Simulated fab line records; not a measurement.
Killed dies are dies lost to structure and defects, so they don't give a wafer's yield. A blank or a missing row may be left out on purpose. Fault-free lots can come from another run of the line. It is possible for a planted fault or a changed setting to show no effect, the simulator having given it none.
Which tool did it? :: flow sky130 :: Sampling: 15 lots, 45 wafers, 4 of 708 route steps

## WHAT THE GAUGES SHOWED, per wafer
SKY_NWELL_OVL_MEAS_10.
lot: L886
measured: day 4 13:39
on: overlay-01
NWELL_00_OVL (nm): -2.0 -2.0 -1.6

lot: L888
measured: day 4 22:10
on: overlay-01
NWELL_00_OVL (nm): -1.8 0.1 -0.4

lot: L889
measured: day 5 05:58
on: overlay-01
NWELL_00_OVL (nm): -1.1 0.1 -2.3

lot: L891
measured: day 6 06:59
on: overlay-01
NWELL_00_OVL (nm): -1.2 -0.8 -0.8

lot: L892
measured: day 6 07:31
on: overlay-02
NWELL_00_OVL (nm): -1.5 1.0 0.8

lot: L894
measured: day 6 15:17
on: overlay-02
NWELL_00_OVL (nm): -2.5 -1.8 -2.7

lot: L896
measured: day 7 05:59
on: overlay-02
NWELL_00_OVL (nm): -1.1 -0.5 -2.1

lot: L897
measured: day 7 12:56
on: overlay-01
NWELL_00_OVL (nm): -1.2 -3.2 -2.9

lot: L898
measured: day 7 18:36
on: overlay-01
NWELL_00_OVL (nm): -2.2 -1.9 -2.6

lot: L899
measured: day 7 21:17
on: overlay-01
NWELL_00_OVL (nm): -4.3 -4.4 -3.5

lot: L905
measured: day 9 07:08
on: overlay-01
NWELL_00_OVL (nm): -4.4 -1.8 -4.4

lot: L906
measured: day 9 15:09
on: overlay-02
NWELL_00_OVL (nm): -0.6 -1.4 -1.2

lot: L907
measured: day 10 00:44
on: overlay-01
NWELL_00_OVL (nm): -2.3 -3.8 -5.1

lot: L908
measured: day 10 04:49
on: overlay-02
NWELL_00_OVL (nm): -0.3 -2.4 -1.6

lot: L909
measured: day 10 05:27
on: overlay-02
NWELL_00_OVL (nm): 1.3 -0.8 -1.5

SKY_LDD_N_TW_MEAS_17.
lot: L886
measured: day 19 05:22
on: film metro-03
LDD_N_TW: 2604 2606 2598

lot: L888
measured: day 19 05:32
on: film metro-02
LDD_N_TW: 2618 2601 2607

lot: L889
measured: day 19 08:23
on: film metro-04
LDD_N_TW: 2626 2625 2639

lot: L891
measured: day 20 10:53
on: film metro-04
LDD_N_TW: 2622 2619 2622

lot: L892
measured: day 20 15:19
on: film metro-02
LDD_N_TW: 2603 2585 2596

lot: L894
measured: day 20 19:23
on: film metro-04
LDD_N_TW: 2614 2627 2619

lot: L896
measured: day 22 01:40
on: film metro-04
LDD_N_TW: 2607 2612 2615

lot: L897
measured: day 22 03:53
on: film metro-02
LDD_N_TW: 2604 2611 2617

lot: L898
measured: day 22 15:03
on: film metro-04
LDD_N_TW: 2604 2611 2611

lot: L899
measured: day 22 19:08
on: film metro-03
LDD_N_TW: 2612 2611 2613

lot: L908
measured: day 25 23:38
on: film metro-02
LDD_N_TW: 2615 2591 2610

lot: L909
measured: day 25 22:04
on: film metro-02
LDD_N_TW: 2625 2626 2614

SKY_LDD_P_OVL_MEAS_08.
lot: L886
measured: day 20 11:51
on: overlay-01
LDD_P_OVL (nm): -2.0 -1.6 -1.8

lot: L888
measured: day 20 12:05
on: overlay-02
LDD_P_OVL (nm): 0.3 -0.1 1.0

lot: L889
measured: day 20 14:29
on: overlay-01
LDD_P_OVL (nm): 0.3 -0.6 0.2

lot: L891
measured: day 21 17:43
on: overlay-02
LDD_P_OVL (nm): 1.9 2.6 2.9

lot: L892
measured: day 21 22:56
on: overlay-01
LDD_P_OVL (nm): -2.6 -0.8 -0.4

lot: L894
measured: day 22 02:57
on: overlay-02
LDD_P_OVL (nm): 0.1 0.5 1.9

lot: L896
measured: day 23 08:07
on: overlay-01
LDD_P_OVL (nm): 1.2 2.3 0.5

lot: L897
measured: day 23 10:01
on: overlay-01
LDD_P_OVL (nm): -2.1 -1.9 -0.1

lot: L898
measured: day 23 21:04
on: overlay-02
LDD_P_OVL (nm): 2.1 1.6 -0.8

lot: L899
measured: day 24 00:52
on: overlay-01
LDD_P_OVL (nm): -0.2 0.3 -0.5

lot: L908
measured: day 27 04:52
on: overlay-02
LDD_P_OVL (nm): 2.3 0.8 2.9

lot: L909
measured: day 27 03:19
on: overlay-02
LDD_P_OVL (nm): -0.6 -0.5 -0.2

## WHICH TOOL RAN EACH LOT (tool, then ch and the chambers of the sampled wafers, then the start)
lot: L886
SKY_POLY_GATE_CVD_03: lpcvd-02 ch 0, day 16 12:29

lot: L888
SKY_POLY_GATE_CVD_03: lpcvd-02 ch 0, day 16 12:29

lot: L889
SKY_POLY_GATE_CVD_03: lpcvd-02 ch 0, day 16 15:38

lot: L891
SKY_POLY_GATE_CVD_03: lpcvd-02 ch 1, day 17 17:19

lot: L892
SKY_POLY_GATE_CVD_03: lpcvd-02 ch 1, day 17 21:31

lot: L894
SKY_POLY_GATE_CVD_03: lpcvd-02 ch 1, day 18 01:11

lot: L896
SKY_POLY_GATE_CVD_03: lpcvd-02 ch 1, day 19 07:06

lot: L897
SKY_POLY_GATE_CVD_03: lpcvd-02 ch 0, day 19 10:01

lot: L898
SKY_POLY_GATE_CVD_03: lpcvd-02 ch 1, day 19 20:28

lot: L899
SKY_POLY_GATE_CVD_03: lpcvd-02 ch 0, day 20 01:31

lot: L905
SKY_POLY_GATE_CVD_03: lpcvd-02 ch 1, day 22 01:10

lot: L906
SKY_POLY_GATE_CVD_03: lpcvd-02 ch 0, day 22 13:28

lot: L907
SKY_POLY_GATE_CVD_03: lpcvd-02 ch 1, day 23 03:13

lot: L908
SKY_POLY_GATE_CVD_03: lpcvd-02 ch 0, day 23 08:55

lot: L909
SKY_POLY_GATE_CVD_03: lpcvd-02 ch 1, day 23 06:31
- SKY_POLY_GATE_CVD_03: deposits Si3N4 from DCS/NH3, target thk 75 nm, time 1290 s.

## AS READ BY THE TOOLS THEMSELVES (means over the sampled wafers that have a number; for cases with no such wafer, the mark the record gives instead)
SKY_POLY_GATE_CVD_03.
lot: L886
tool: lpcvd-02
pressure mtorr (mTorr): 249.5
spike tc bottom C (C): 790.5
spike tc top C (C): 780

lot: L888
tool: lpcvd-02
pressure mtorr (mTorr): 249.4
spike tc bottom C (C): 790.3
spike tc top C (C): 781

lot: L889
tool: lpcvd-02
pressure mtorr (mTorr): 249.8
spike tc bottom C (C): 791.0
spike tc top C (C): 781

lot: L891
tool: lpcvd-02
pressure mtorr (mTorr): 249.4
spike tc bottom C (C): 792.9
spike tc top C (C): 792

lot: L892
tool: lpcvd-02
pressure mtorr (mTorr): 249.7
spike tc bottom C (C): 790.8
spike tc top C (C): 791

lot: L894
tool: lpcvd-02
pressure mtorr (mTorr): 249.5
spike tc bottom C (C): 790.8
spike tc top C (C): 792

lot: L896
tool: lpcvd-02
pressure mtorr (mTorr): 249.2
spike tc bottom C (C): 790.3
spike tc top C (C): 792

lot: L897
tool: lpcvd-02
pressure mtorr (mTorr): 249.9
spike tc bottom C (C): 791.7
spike tc top C (C): 780

lot: L898
tool: lpcvd-02
pressure mtorr (mTorr): 249.9
spike tc bottom C (C): 790.3
spike tc top C (C): 791

lot: L899
tool: lpcvd-02
pressure mtorr (mTorr): 249.2
spike tc bottom C (C): 791.9
spike tc top C (C): 782

lot: L905
tool: lpcvd-02
pressure mtorr (mTorr): -
spike tc bottom C (C): -
spike tc top C (C): -

lot: L906
tool: lpcvd-02
pressure mtorr (mTorr): -
spike tc bottom C (C): -
spike tc top C (C): -

lot: L907
tool: lpcvd-02
pressure mtorr (mTorr): -
spike tc bottom C (C): -
spike tc top C (C): -

lot: L908
tool: lpcvd-02
pressure mtorr (mTorr): 250.0
spike tc bottom C (C): 790.0
spike tc top C (C): 781

lot: L909
tool: lpcvd-02
pressure mtorr (mTorr): 250.2
spike tc bottom C (C): 790.4
spike tc top C (C): 791

## THE ANSWER, worked out from the rows above alone
Rule: the usual values come from the lots themselves. Put in order of their means at a reading, lots are off if they are a third of the lots or fewer, leave a main group of 4 or more, and stand apart from it by a gap of 3 or more times the standard deviation of the main group's means; of several such gaps the widest counts. The tables above print the reading to a certain number of digits; a main group whose means all agree to those digits is not used. A lot without any number at a reading at which 4 lots or more have one is off too. Where the step has rows for the other lots, those lots are counted as sound. After the gauges, taken in route order, come the tools' own readings; for these a lot's mean is taken, as printed above. The first step at which some lot is off is used, and at that step the reading that is off furthest; a lot without a number counts as furthest.
Off at SKY_POLY_GATE_CVD_03 (pressure mtorr): L905, L906, L907. Without a number there: L905, L906, L907. For the main group the mean is 249.6 mTorr and the standard deviation 0.31.
A tool fits if, at that step or a process step before it, it ran every lot that is off, and no sound lot after the first of them. Not one of the candidates tried fits.

## WHAT HAD BEEN PUT IN BY THE SIMULATOR
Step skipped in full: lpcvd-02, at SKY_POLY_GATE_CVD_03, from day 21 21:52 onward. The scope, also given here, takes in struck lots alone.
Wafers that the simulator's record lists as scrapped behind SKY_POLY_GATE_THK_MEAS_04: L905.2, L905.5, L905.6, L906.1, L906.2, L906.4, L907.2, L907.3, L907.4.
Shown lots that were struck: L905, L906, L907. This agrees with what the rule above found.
